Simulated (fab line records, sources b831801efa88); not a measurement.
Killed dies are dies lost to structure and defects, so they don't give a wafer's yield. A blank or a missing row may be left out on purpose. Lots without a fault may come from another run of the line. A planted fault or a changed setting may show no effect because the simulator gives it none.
fab line records | flow sky130
record lots=24 wafers=72 last_day=50
route steps=708 shown CONTACT@433 METAL1@450 VIA1@472 VIA2@520 VIA3@588
lots that met no fault: from a run of the same line without faults
start_h: hours from the record's first day to the start of the lot's first wafer shown | wait_h: hours since the lot's step before | " the same as in the row above | L1.1+2: a row that stands for several wafers | - no value, or no start given | * or withheld: withheld | < > ~ a bound
route shown NAME@n: a module of which the file shows steps, and the number in the route of the first | usual: mean/standard deviation of fault-free wafers | same: alike in all rows | chamber/n: place in a boat | sites: the reading at each site | _std_site: their standard deviation | _edge_site: outer sites' mean less inner sites' | radius_mm: how far each site lies from the wafer's centre | mask NAME#n: copy n | behind: the tool/chamber that last shaped the wafer | hold: why the lot was held/for how many hours/how that ended | device: the transistor (n, p or np) that didn't switch | end of line: the same wafers' tests at the end of the route | a step without rows: its recipe alone | killed: dies lost to structure and defects at the first sort, not the wafer's yield | map: a wafer's dies, x killed, . not, _ none there
set.NAME: the setting as run; set.NAME@STEP: as run at that earlier step | model.NAME: the simulator's own value behind a step, which no gauge read
steps of the route over a sample of lots; a table a step, a row a wafer
services: from which hour (start_h, from the record's first day; less than 0 if before it) a tool's chamber was out of use, for how many hours, and why
## steps
# step SKY_CONTACT_CMP_27
# recipe stop_on=SiO2 t_overpolish_s=15 down_force_psi=3.5 platen_rpm=60 target_thk_nm=0 pad_velocity_m_s=0.94248
# usual motor_current_A=11.3/0.97 overpolish_run_s=15.000/0.01 platen_rpm=60.00/0.04 retaining_ring_pressure_frac=0.999/0.0047 time_to_endpoint_s=84/3.9
# columns lot.wafer tool chamber start_h wait_h motor_current_A overpolish_run_s platen_rpm retaining_ring_pressure_frac time_to_endpoint_s
L074.2 cmp-01 3 722.31 0.0 10.1 14.993 59.98 0.994 85
L074.4 " 0 " " 10.8 15.021 60.01 0.990 94
L074.6 " 3 " " 10.4 14.997 59.99 0.998 87
L076.1 cmp-02 3 750.70 0.1 11.8 14.986 59.89 1.000 85
L076.3 " 0 " " 9.6 15.016 60.01 0.998 83
L076.5 " 1 " " 11.8 15.015 60.03 0.999 85
L075.3 cmp-01 0 756.61 0.0 10.3 14.994 60.00 0.993 82
L075.4 " 2 " " 12.4 15.007 60.03 1.004 79
L075.5 " 0 " " 10.4 14.990 60.03 0.993 85
L078.1 cmp-01 2 764.35 0.1 12.1 15.017 60.02 0.987 79
L078.5 " 2 " " 12.9 15.024 59.99 0.995 79
L078.6 " 3 " " 10.0 15.009 59.97 0.999 79
L077.1 cmp-02 0 770.04 0.1 10.1 14.997 59.96 1.007 80
L077.4 " 1 " " 11.7 14.981 60.04 1.003 87
L077.5 " 3 " " 12.5 14.978 59.97 1.001 84
L079.4 cmp-02 0 780.40 0.1 10.5 14.996 59.97 0.998 76
L079.2 " 2 " " 10.6 14.985 59.96 0.992 86
L079.3 " 3 " " 12.5 14.993 59.92 1.010 80
L080.3 cmp-02 3 783.47 0.0 11.9 14.997 60.04 1.001 80
L080.2 " 1 " " 11.5 14.997 60.13 1.001 80
L080.1 " 2 " " 10.2 15.006 59.99 0.998 84
L081.2 cmp-01 1 788.20 0.2 11.7 15.005 59.98 1.001 86
L081.6 " 0 " " 10.5 15.022 60.01 0.996 89
L081.5 " 1 " " 12.3 15.007 59.97 1.001 84
L082.1 cmp-01 2 795.37 0.1 12.2 15.007 60.00 1.004 77
L082.2 " 0 " " 10.7 15.006 60.05 1.001 86
L082.5 " 3 " " 10.2 14.996 59.98 0.995 76
L083.4 cmp-02 2 801.21 0.1 9.8 14.989 59.97 1.005 85
L083.3 " 0 " " 10.3 14.995 60.04 0.994 77
L083.6 " 1 " " 11.9 15.001 59.96 0.997 86
L084.1 cmp-01 2 820.15 0.7 12.3 15.008 60.02 1.003 84
L084.4 " 0 " " 11.0 15.007 60.05 0.996 90
L084.5 " 1 " " 12.5 15.000 59.95 0.998 89
L085.4 cmp-01 3 821.56 0.1 10.2 15.006 60.01 1.003 86
L085.6 " 1 " " 11.5 15.006 59.99 0.998 89
L085.5 " 2 " " 12.5 14.989 60.01 1.001 88
L086.1 cmp-02 1 821.63 0.1 11.2 14.991 60.01 0.999 81
L086.3 " 3 " " 12.0 14.995 60.03 0.998 80
L086.5 " 1 " " 12.2 14.994 59.97 1.002 84
L087.1 cmp-01 1 824.57 0.1 11.5 14.997 60.03 1.006 84
L087.3 " 2 " " 13.3 14.995 60.01 0.994 85
L087.6 " 3 " " 10.0 15.004 60.00 0.999 83
L088.3 cmp-01 1 834.37 0.1 12.2 15.016 59.91 0.998 84
L088.5 " 3 " " 10.6 14.992 60.01 0.998 81
L088.6 " 0 " " 10.3 14.998 59.96 0.996 85
L090.1 cmp-02 0 863.64 0.1 10.2 14.979 60.00 0.992 80
L090.3 " 2 " " 10.0 15.007 59.97 0.994 87
L090.5 " 0 " " 10.1 14.996 59.96 0.998 83
L089.1 cmp-01 1 865.01 0.1 12.0 14.988 59.98 0.996 85
L089.4 " 3 " " 9.7 14.985 60.04 0.994 82
L089.2 " 0 " " 10.8 15.007 59.94 1.000 89
L091.4 cmp-01 3 871.37 0.1 10.4 14.982 60.01 0.999 80
L091.5 " 2 " " 13.1 15.008 60.01 0.998 83
L091.6 " 3 " " 10.8 14.993 60.08 0.999 80
L093.1 cmp-01 3 879.72 0.1 10.2 15.002 60.00 0.994 82
L093.2 " 0 " " 10.8 15.000 59.95 1.002 88
L093.6 " 2 " " 12.4 14.995 60.01 0.997 83
L094.4 cmp-02 3 879.98 0.0 12.2 14.992 59.95 0.999 81
L094.3 " 0 " " 10.0 15.012 60.00 0.999 78
L094.6 " 3 " " 11.6 15.000 60.02 1.003 83
L092.1 cmp-02 0 881.76 0.1 9.8 15.009 59.97 1.006 76
L092.3 " 2 " " 10.5 15.013 60.06 1.003 82
L092.6 " 3 " " 12.2 15.002 59.96 0.996 81
L096.4 cmp-02 0 894.07 0.0 10.7 15.002 59.98 1.002 83
L096.1 " 3 " " 12.4 15.001 60.05 0.997 85
L096.6 " 1 " " 11.3 15.002 60.01 0.996 86
L095.3 cmp-01 0 896.45 0.0 11.4 15.006 60.00 1.001 93
L095.2 " 2 " " 12.5 15.011 59.99 0.993 90
L095.1 " 3 " " 10.7 15.007 60.05 1.007 85
L097.2 cmp-01 2 909.97 0.1 12.7 15.002 60.01 0.997 83
L097.5 " 1 " " 12.5 15.000 60.02 0.998 85
L097.6 " 2 " " 12.7 15.023 59.99 1.001 86
# step SKY_METAL1_OVL_MEAS_16
# usual METAL1_OVL=5/6
# columns lot.wafer tool chamber start_h wait_h METAL1_OVL[nm]
L074.2 overlay-01 - 750.92 0.1 3
L074.4 " - " " 8
L074.6 " - " " 5
L076.1 overlay-01 - 777.36 0.1 0
L076.3 " - " " 2
L076.5 " - " " 0
L075.3 overlay-02 - 783.52 0.1 14
L075.4 " - " " 16
L075.5 " - " " 9
L078.1 overlay-02 - 790.56 0.1 0
L078.5 " - " " -7
L078.6 " - " " 4
L077.1 overlay-02 - 795.86 0.1 11
L077.4 " - " " 0
L077.5 " - " " 11
L079.2 overlay-01 - 805.96 0.1 -3
L079.3 " - " " -7
L079.4 " - " " -8
L080.1 overlay-01 - 808.31 0.1 -2
L080.2 " - " " -5
L080.3 " - " " 3
L081.2 overlay-02 - 813.37 0.1 0
L081.5 " - " " 8
L081.6 " - " " -2
L082.1 overlay-02 - 819.96 0.1 -2
L082.2 " - " " 2
L082.5 " - " " -1
L083.3 overlay-01 - 824.72 0.1 6
L083.4 " - " " 10
L083.6 " - " " 9
L084.1 overlay-01 - 844.26 0.1 12
L084.4 " - " " 8
L084.5 " - " " 16
L085.4 overlay-01 - 846.27 0.1 1
L085.5 " - " " 0
L085.6 " - " " 2
L086.1 overlay-02 - 846.96 0.1 6
L086.3 " - " " 5
L086.5 " - " " 3
L087.1 overlay-01 - 849.51 0.1 6
L087.3 " - " " 9
L087.6 " - " " 0
L088.3 overlay-01 - 860.52 0.1 15
L088.5 " - " " 13
L088.6 " - " " 16
L090.1 overlay-01 - 891.01 0.1 13
L090.3 " - " " 11
L090.5 " - " " 16
L089.1 overlay-01 - 892.41 0.1 11
L089.2 " - " " 4
L089.4 " - " " 4
L091.4 overlay-01 - 898.32 0.1 3
L091.5 " - " " -5
L091.6 " - " " 5
L093.1 overlay-02 - 905.51 0.1 5
L093.2 " - " " 3
L093.6 " - " " 5
L094.3 overlay-01 - 906.22 0.1 7
L094.4 " - " " -2
L094.6 " - " " 4
L092.1 overlay-02 - 907.91 0.1 8
L092.3 " - " " 10
L092.6 " - " " 4
L096.1 overlay-02 - 919.66 0.1 3
L096.4 " - " " -2
L096.6 " - " " -3
L095.1 overlay-01 - 921.56 0.1 6
L095.2 " - " " 11
L095.3 " - " " 8
L097.2 overlay-02 - 934.71 0.1 13
L097.5 " - " " 8
L097.6 " - " " 15
# step SKY_METAL1_DESCUM_17
# recipe chemistry=O2 source_power_w=150 bias_power_w=0 pressure_mtorr=10 temp_c=40 time_s=8
# usual chamber_pressure_mTorr=9.999/0.0093 drypump_motor_current_A=5.8/0.4 oes_product_au=0.997/0.008
# same time_s=8
# columns lot.wafer tool chamber start_h wait_h chamber_pressure_mTorr drypump_motor_current_A oes_product_au rf_hours_counter_h
L074.2 rie_metal-03 0 750.95 0.0 9.992 6.0 0.984 12
L074.4 " 1 " " 9.986 5.7 1.001 -
L074.6 " 1 " " 9.996 5.6 0.998 -
L076.1 rie_metal-04 1 777.40 0.0 9.994 5.1 0.993 5
L076.3 " 0 " " 10.009 6.5 0.996 -
L076.5 " 1 " " 9.995 5.1 0.990 -
L075.3 rie_metal-04 0 783.56 0.0 9.984 6.5 1.006 -
L075.4 " 1 " " 9.997 5.1 0.990 -
L075.5 " 0 " " 9.998 6.5 0.996 -
L078.1 rie_metal-01 1 790.59 0.0 10.016 5.7 1.011 10
L078.5 " 0 " " 10.000 5.6 0.999 -
L078.6 " 1 " " 9.996 5.7 1.010 -
L077.1 rie_metal-03 1 795.89 0.0 9.993 5.6 0.992 0
L077.4 " 0 " " 9.999 6.0 0.999 -
L077.5 " 0 " " 10.018 6.0 0.994 -
L079.2 rie_metal-01 1 805.99 0.0 9.990 5.7 1.014 11
L079.3 " 1 " " 10.009 5.7 1.002 -
L079.4 " 0 " " 10.013 5.6 1.006 -
L080.1 rie_metal-03 1 808.34 0.0 10.006 5.5 0.987 1
L080.2 " 0 " " 10.005 6.0 0.996 15
L080.3 " 0 " " 10.009 6.0 0.998 -
L081.2 rie_metal-03 1 813.41 0.0 10.004 5.7 0.995 -
L081.5 " 1 " " 10.011 5.6 0.999 -
L081.6 " 1 " " 9.996 5.7 0.994 -
L082.1 rie_metal-03 1 819.99 0.0 9.997 5.7 0.991 2
L082.2 " 1 " " 9.995 5.6 0.995 -
L082.5 " 1 " " 9.991 5.6 0.993 -
L083.3 rie_metal-03 1 824.77 0.0 9.997 5.7 1.010 -
L083.4 " 1 " " 10.003 5.7 0.999 -
L083.6 " 1 " " 9.992 5.6 0.996 -
L084.1 rie_metal-03 0 844.29 0.0 9.989 6.0 1.006 1
L084.4 " 1 " " 10.013 5.6 1.005 -
L084.5 " 0 " " 9.985 6.0 1.013 -
L085.4 rie_metal-01 0 846.30 0.0 9.997 5.6 1.005 -
L085.5 " 1 " " 9.995 5.7 1.000 -
L085.6 " 0 " " 9.987 5.7 0.993 -
L086.1 rie_metal-03 0 846.99 0.0 10.010 6.0 1.002 1
L086.3 " 0 " " 10.015 6.0 0.999 -
L086.5 " 0 " " 9.995 6.0 1.013 -
L087.1 rie_metal-03 0 849.54 0.0 9.991 6.0 1.007 1
L087.3 " 1 " " 10.006 5.6 0.991 -
L087.6 " 0 " " 9.995 6.0 1.003 -
L088.3 rie_metal-04 0 860.55 0.0 10.002 6.5 1.002 -
L088.5 " 1 " " 10.032 5.1 0.992 -
L088.6 " 0 " " 10.006 6.5 0.981 -
L090.1 rie_metal-04 1 891.04 0.0 10.003 5.1 0.996 10
L090.3 " 0 " " 9.993 6.5 1.004 -
L090.5 " 0 " " 10.006 6.5 1.015 -
L089.1 rie_metal-03 0 892.45 0.0 9.996 6.0 1.005 2
L089.2 " 1 " " 10.006 5.6 0.976 5
L089.4 " 0 " " 9.994 6.0 0.992 -
L091.4 rie_metal-04 0 898.35 0.0 9.987 6.4 0.990 -
L091.5 " 0 " " 9.992 6.5 0.987 -
L091.6 " 1 " " 9.991 5.1 0.989 -
L093.1 rie_metal-01 1 905.54 0.0 9.989 5.7 0.996 16
L093.2 " 0 " " 10.000 5.6 0.979 11
L093.6 " 1 " " 10.001 5.7 1.012 -
L094.3 rie_metal-04 1 906.25 0.0 9.984 5.1 0.987 -
L094.4 " 0 " " 10.000 6.5 0.992 -
L094.6 " 0 " " 10.010 6.5 0.999 -
L092.1 rie_metal-03 1 907.95 0.0 9.990 5.6 0.984 6
L092.3 " 0 " " 10.001 6.0 1.009 -
L092.6 " 0 " " 10.007 6.0 1.009 -
L096.1 rie_metal-03 0 919.69 0.0 9.993 6.0 1.001 4
L096.4 " 0 " " 9.990 6.0 1.003 -
L096.6 " 1 " " 9.995 5.6 0.993 -
L095.1 rie_metal-01 1 921.59 0.0 9.987 5.7 1.005 16
L095.2 " 0 " " 10.005 5.6 0.996 12
L095.3 " 1 " " 9.989 5.7 1.002 -
L097.2 rie_metal-04 1 934.74 0.0 10.012 5.1 0.991 12
L097.5 " 1 " " 10.010 5.1 0.994 -
L097.6 " 0 " " 9.995 6.4 0.992 -
# step SKY_VIA1_ETCH_14
# recipe chemistry=N2/H2 target=BARC ion_energy_ev=200 source_w=500 bias_w=100 pressure_mtorr=30 n2_flow_sccm=100 h2_flow_sccm=200 stop_on=SiO2 time_s=45.9 target_depth_a=600
# usual chamber_pressure_mTorr=29.99/0.031 drypump_motor_current_A=5.7/0.39 n2_flow_sccm=99.94/0.29 oes_product_au=0.854/0.0047 throttle_valve_pct=13.226/0.0093
# same time_s=45.9
# columns lot.wafer tool chamber start_h wait_h chamber_pressure_mTorr drypump_motor_current_A n2_flow_sccm oes_product_au rf_hours_counter_h throttle_valve_pct
L074.2 rie_diel-03 2 779.06 0.0 29.98 5.8 99.72 0.863 19 13.226
L074.4 " 1 " " 29.95 5.8 99.71 0.853 30 13.237
L074.6 " 1 " " 30.06 5.8 99.53 0.867 - 13.202
L076.1 rie_diel-03 3 803.05 0.0 29.99 5.8 99.88 0.852 2 13.230
L076.3 " 2 " " 30.03 5.9 99.90 0.848 19 13.233
L076.5 " 3 " " 29.95 5.8 99.79 0.846 - 13.214
L075.3 rie_diel-04 2 809.30 0.0 29.99 5.7 100.46 0.858 14 13.207
L075.4 " 1 " " 29.98 6.3 99.86 0.852 - 13.221
L075.5 " 2 " " 30.04 5.7 100.20 0.853 - 13.217
L078.1 rie_diel-01 2 815.59 0.0 29.97 6.2 100.06 0.853 5 13.220
L078.5 " 3 " " 30.04 6.5 100.00 0.860 - 13.235
L078.6 " 2 " " 29.93 6.2 99.79 0.859 - 13.233
L077.1 rie_diel-04 1 820.60 0.0 29.97 6.3 100.04 0.850 21 13.211
L077.4 " 0 " " 30.02 5.1 100.04 0.856 7 13.243
L077.5 " 0 " " 29.99 5.1 99.85 0.849 - 13.213
L079.2 rie_diel-04 2 830.74 0.0 29.97 5.7 99.47 0.856 15 13.209
L079.3 " 3 " " 30.00 5.2 99.09 0.848 18 13.241
L079.4 " 1 " " 29.98 6.3 99.71 0.850 22 13.239
L080.1 rie_diel-03 3 832.40 0.0 30.02 5.9 99.69 0.853 2 13.237
L080.2 " 2 " " 29.97 5.8 99.61 0.851 20 13.218
L080.3 " 1 " " 29.96 5.8 100.06 0.858 31 13.218
L081.2 rie_diel-01 2 837.35 0.0 29.96 6.2 99.64 0.856 5 13.221
L081.5 " 2 " " 30.02 6.2 99.98 0.853 - 13.235
L081.6 " 1 " " 29.99 5.4 99.60 0.845 - 13.227
L082.1 rie_diel-03 3 845.94 0.0 29.98 5.8 100.12 0.861 3 13.215
L082.2 " 2 " " 29.99 5.9 99.73 0.850 21 13.232
L082.5 " 3 " " 30.02 5.8 100.28 0.858 - 13.233
L083.3 rie_diel-04 1 850.95 0.0 29.97 6.3 100.19 0.858 22 13.226
L083.4 " 3 " " 29.99 5.2 99.79 0.859 19 13.211
L083.6 " 3 " " 29.96 5.2 99.95 0.860 - 13.213
L084.1 rie_diel-03 0 870.49 0.0 29.96 5.4 99.76 0.861 8 13.218
L084.4 " 3 " " 30.02 5.8 99.76 0.856 4 13.217
L084.5 " 0 " " 29.97 5.4 100.02 0.851 - 13.231
L085.4 rie_diel-04 3 870.80 0.0 29.96 5.2 99.91 0.863 19 13.220
L085.5 " 1 " " 30.00 6.3 99.74 0.852 - 13.224
L085.6 " 0 " " 30.04 5.1 99.88 0.849 - 13.246
L086.1 rie_diel-03 3 871.60 0.0 30.04 5.8 100.21 0.851 4 13.219
L086.3 " 1 " " 30.00 5.8 100.04 0.855 0 13.223
L086.5 " 0 " " 30.01 5.4 100.18 0.850 - 13.242
L087.1 rie_diel-03 2 877.40 0.0 30.02 5.8 99.81 0.862 21 13.223
L087.3 " 3 " " 29.99 5.8 99.93 0.854 4 13.238
L087.6 " 3 " " 30.03 5.8 100.09 0.857 - 13.230
L088.3 rie_diel-01 1 887.82 0.0 29.93 5.4 99.82 0.856 18 13.231
L088.5 " 1 " " 29.96 5.4 100.12 0.853 - 13.241
L088.6 " 2 " " 29.99 6.2 100.19 0.855 - 13.229
L090.1 rie_diel-03 3 917.75 0.0 30.01 5.8 99.56 0.854 6 13.211
L090.3 " 2 " " 29.97 5.8 99.99 0.855 24 13.233
L090.5 " 2 " " 30.01 5.9 100.28 0.859 - 13.222
L089.1 rie_diel-04 3 918.70 0.0 30.03 5.1 99.88 0.861 20 13.222
L089.2 " 1 " " 29.95 6.3 100.24 0.853 24 13.221
L089.4 " 0 " " 29.98 5.1 99.66 0.860 9 13.226
L091.4 rie_diel-04 3 925.39 0.0 30.02 5.2 99.43 0.850 20 13.222
L091.5 " 2 " " 29.84 5.7 99.63 0.858 - 13.216
L091.6 " 1 " " 30.01 6.3 100.28 0.852 - 13.227
L093.1 rie_diel-01 2 932.25 0.0 29.96 6.2 99.74 0.850 8 13.215
L093.2 " 1 " " 29.98 5.4 100.14 0.856 19 13.212
L093.6 " 1 " " 29.93 5.3 100.00 0.855 - 13.233
L094.3 rie_diel-04 0 932.79 0.0 30.01 5.1 100.25 0.855 10 13.224
L094.4 " 1 " " 30.01 6.3 100.48 0.850 24 13.217
L094.6 " 2 " " 29.99 5.7 99.75 0.848 - 13.229
L092.1 rie_diel-01 1 934.09 0.0 30.02 5.4 100.04 0.853 20 13.223
L092.3 " 2 " " 29.98 6.2 99.43 0.862 8 13.232
L092.6 " 1 " " 30.02 5.4 100.32 0.857 - 13.225
L096.1 rie_diel-01 0 945.85 0.0 30.01 5.8 99.90 0.858 21 13.239
L096.4 " 3 " " 29.98 6.5 100.19 0.858 11 13.225
L096.6 " 0 " " 30.00 5.9 99.85 0.856 - 13.219
L095.1 rie_diel-03 2 947.60 0.0 30.00 5.9 99.75 0.854 24 13.216
L095.2 " 1 " " 29.98 5.8 100.09 0.856 3 13.233
L095.3 " 0 " " 29.97 5.4 99.44 0.859 12 13.224
L097.2 rie_diel-01 2 960.20 0.0 30.00 6.2 100.21 0.862 9 13.257
L097.5 " 3 " " 29.94 6.5 99.82 0.856 - 13.227
L097.6 " 0 " " 30.02 5.9 99.52 0.855 - 13.233
# step SKY_VIA2_OVL_MEAS_13
# usual VIA2_OVL=2/5.6
# columns lot.wafer tool chamber start_h wait_h VIA2_OVL[nm]
L074.2 overlay-01 - 829.91 0.1 0
L074.4 " - " " 5
L074.6 " - " " 4
L076.1 overlay-02 - 854.36 0.1 -3
L076.3 " - " " -8
L076.5 " - " " 0
L075.3 overlay-02 - 860.77 0.1 2
L075.4 " - " " 10
L075.5 " - " " 3
L078.1 overlay-01 - 867.51 0.1 9
L078.5 " - " " 8
L078.6 " - " " 7
L077.1 overlay-02 - 875.41 0.1 -8
L077.4 " - " " 2
L077.5 " - " " 0
L079.2 overlay-01 - 888.72 0.1 0
L079.3 " - " " 0
L079.4 " - " " 1
L080.1 overlay-01 - 889.88 0.1 5
L080.2 " - " " 3
L080.3 " - " " 5
L081.2 overlay-02 - 893.66 0.1 3
L081.5 " - " " 8
L081.6 " - " " 1
L082.1 overlay-02 - 898.36 0.1 -5
L082.2 " - " " 3
L082.5 " - " " 0
L083.3 overlay-02 - 905.87 0.1 1
L083.4 " - " " 2
L083.6 " - " " 3
L084.1 overlay-01 - 925.66 0.1 12
L084.4 " - " " 11
L084.5 " - " " 11
L085.4 overlay-02 - 926.32 0.1 0
L085.5 " - " " 7
L085.6 " - " " 3
L086.1 overlay-02 - 926.66 0.1 3
L086.3 " - " " 8
L086.5 " - " " 6
L087.1 overlay-02 - 930.06 0.1 3
L087.3 " - " " 8
L087.6 " - " " 7
L088.3 overlay-02 - 939.07 0.1 -2
L088.5 " - " " -1
L088.6 " - " " 5
L090.1 overlay-02 - 967.46 0.1 10
L090.3 " - " " 5
L090.5 " - " " 9
L089.1 overlay-02 - 970.61 0.1 2
L089.2 " - " " 0
L089.4 " - " " 2
L091.4 overlay-01 - 977.98 0.1 1
L091.5 " - " " 2
L091.6 " - " " 6
L093.1 overlay-01 - 982.61 0.1 6
L093.2 " - " " 0
L093.6 " - " " 6
L094.3 overlay-02 - 983.17 0.1 5
L094.4 " - " " 4
L094.6 " - " " 7
L092.1 overlay-01 - 984.76 0.1 -5
L092.3 " - " " -7
L092.6 " - " " -8
L096.1 overlay-02 - 996.56 0.1 -1
L096.4 " - " " 3
L096.6 " - " " -3
L095.1 overlay-01 - 997.06 0.1 0
L095.2 " - " " 1
L095.3 " - " " 0
L097.2 overlay-01 - 1011.21 0.1 -13
L097.5 " - " " -13
L097.6 " - " " -13
# step SKY_VIA3_ETCH_15
# recipe target=SiO2 chemistry=C4F8/O2/Ar target_depth_nm=507 stop_on=TiN mask_material=KrF-thick source_w=1500 bias_w=1200 pressure_mtorr=40 c4f8_flow_sccm=withheld O2_flow_sccm=6 Ar_flow_sccm=300 time_s=78
# usual chamber_pressure_mTorr=40.00/0.051 oes_product_au=0.947/0.0052
# same time_s=78
# columns lot.wafer tool chamber start_h wait_h chamber_pressure_mTorr oes_product_au rf_hours_counter_h
L074.2 rie_diel-03 2 910.08 0.0 39.94 0.943 24
L074.4 " 1 " " 39.99 0.955 3
L074.6 " 3 " " 39.97 0.955 -
L076.1 rie_diel-02 1 934.53 0.0 40.03 0.945 19
L076.3 " 3 " " 39.98 0.952 26
L076.5 " 1 " " 40.03 0.951 -
L075.3 rie_diel-03 1 940.08 0.0 40.04 0.946 3
L075.4 " 0 " " 40.01 0.947 12
L075.5 " 1 " " 40.03 0.945 -
L078.1 rie_diel-04 3 948.33 0.0 40.04 0.942 21
L078.5 " 3 " " 39.98 0.949 -
L078.6 " 0 " " 39.96 0.954 -
L077.1 rie_diel-04 0 955.04 0.0 40.05 0.946 10
L077.4 " 3 " " 39.94 0.948 21
L077.5 " 1 " " 40.02 0.941 -
L080.1 rie_diel-03 1 968.24 0.0 40.02 0.954 4
L080.2 " 0 " " 40.05 0.947 13
L080.3 " 2 " " 40.00 0.944 25
L079.2 rie_diel-02 3 968.73 0.0 40.00 0.938 26
L079.3 " 0 " " 40.00 0.949 14
L079.4 " 2 " " 39.99 0.945 9
L081.2 rie_diel-03 3 971.18 0.0 40.02 0.949 8
L081.5 " 1 " " 40.01 0.946 -
L081.6 " 2 " " 39.94 0.946 -
L082.1 rie_diel-02 2 977.34 0.0 40.03 0.951 9
L082.2 " 0 " " 40.00 0.946 14
L082.5 " 0 " " 40.02 0.948 -
L083.3 rie_diel-02 0 982.14 0.0 40.01 0.951 14
L083.4 " 3 " " 39.95 0.946 27
L083.6 " 3 " " 40.02 0.951 -
L084.1 rie_diel-03 3 1001.89 0.0 39.97 0.943 8
L084.4 " 2 " " 40.03 0.948 26
L084.5 " 3 " " 40.01 0.945 -
L085.4 rie_diel-04 3 1002.84 0.0 40.01 0.948 22
L085.5 " 2 " " 39.98 0.947 -
L085.6 " 3 " " 39.98 0.934 -
L086.1 rie_diel-03 1 1003.49 0.0 40.02 0.943 5
L086.3 " 2 " " 40.00 0.945 26
L086.5 " 1 " " 39.98 0.942 -
L087.1 rie_diel-02 2 1004.79 0.0 39.99 0.947 10
L087.3 " 0 " " 40.46 0.942 15
L087.6 " 1 " " 40.08 0.948 -
L088.3 rie_diel-02 0 1013.29 0.0 40.02 0.941 15
L088.5 " 1 " " 39.99 0.945 -
L088.6 " 2 " " 40.00 0.943 -
L090.1 rie_diel-04 3 1041.29 0.0 39.93 0.942 23
L090.3 " 2 " " 40.05 0.940 21
L090.5 " 1 " " 39.94 0.950 -
L089.1 rie_diel-02 1 1045.19 0.0 39.96 0.944 22
L089.2 " 3 " " 40.00 0.941 30
L089.4 " 0 " " 40.02 0.951 17
L091.4 rie_diel-03 0 1051.77 0.0 39.97 0.945 -
L091.5 " 1 " " 40.00 0.949 -
L091.6 " 3 " " 40.06 0.942 -
L094.3 rie_diel-02 3 1055.74 0.0 40.03 0.949 30
L094.4 " 0 " " 39.94 0.938 17
L094.6 " 3 " " 39.95 0.942 -
L093.1 rie_diel-04 3 1056.69 0.0 40.00 0.953 24
L093.2 " 0 " " 39.94 0.950 14
L093.6 " 1 " " 40.01 0.947 -
L092.1 rie_diel-02 0 1057.64 0.0 40.00 0.949 17
L092.3 " 1 " " 40.02 0.949 23
L092.6 " 0 " " 39.95 0.950 -
L096.1 rie_diel-03 3 1067.84 0.0 40.05 0.938 11
L096.4 " 2 " " 40.03 0.945 0
L096.6 " 2 " " 40.00 0.937 -
L095.1 rie_diel-02 2 1068.13 0.0 39.97 0.958 13
L095.2 " 0 " " 40.04 0.949 17
L095.3 " 3 " " 39.98 0.939 30
L097.2 rie_diel-03 1 1080.04 0.0 40.02 0.956 8
L097.5 " 2 " " 39.99 0.952 -
L097.6 " 1 " " 40.06 0.946 -
## services
# columns tool chamber start_h hours kind
cmp-01 - 704.36 6.1 pm
rie_diel-04 0 714.26 33.5 repair
cmp-01 - 744.03 4.0 pm
rie_diel-03 2 758.31 5.9 repair
cmp-01 - 773.75 3.8 repair
cmp-01 - 781.43 2.1 repair
cmp-01 - 782.40 1.8 repair
rie_metal-03 - 782.67 2.5 repair
rie_metal-03 - 789.75 1.4 pm
rie_diel-04 3 790.04 21.8 repair
rie_diel-03 1 815.95 1.8 repair
rie_diel-04 - 857.61 0.7 repair
cmp-01 - 863.44 1.2 repair
rie_diel-04 - 877.54 14.6 pm
rie_diel-03 1 916.66 1.3 repair
cmp-01 - 920.05 1.0 repair
rie_diel-04 - 960.74 0.7 repair
rie_diel-03 3 972.09 5.0 repair
rie_diel-04 - 980.57 2.8 pm
rie_diel-04 2 1003.25 4.7 repair
rie_diel-04 3 1024.93 14.7 repair
rie_diel-03 0 1052.23 3.6 repair
rie_metal-03 - 1052.25 0.3 repair
cmp-01 - 1073.52 3.4 pm
## key
fault none
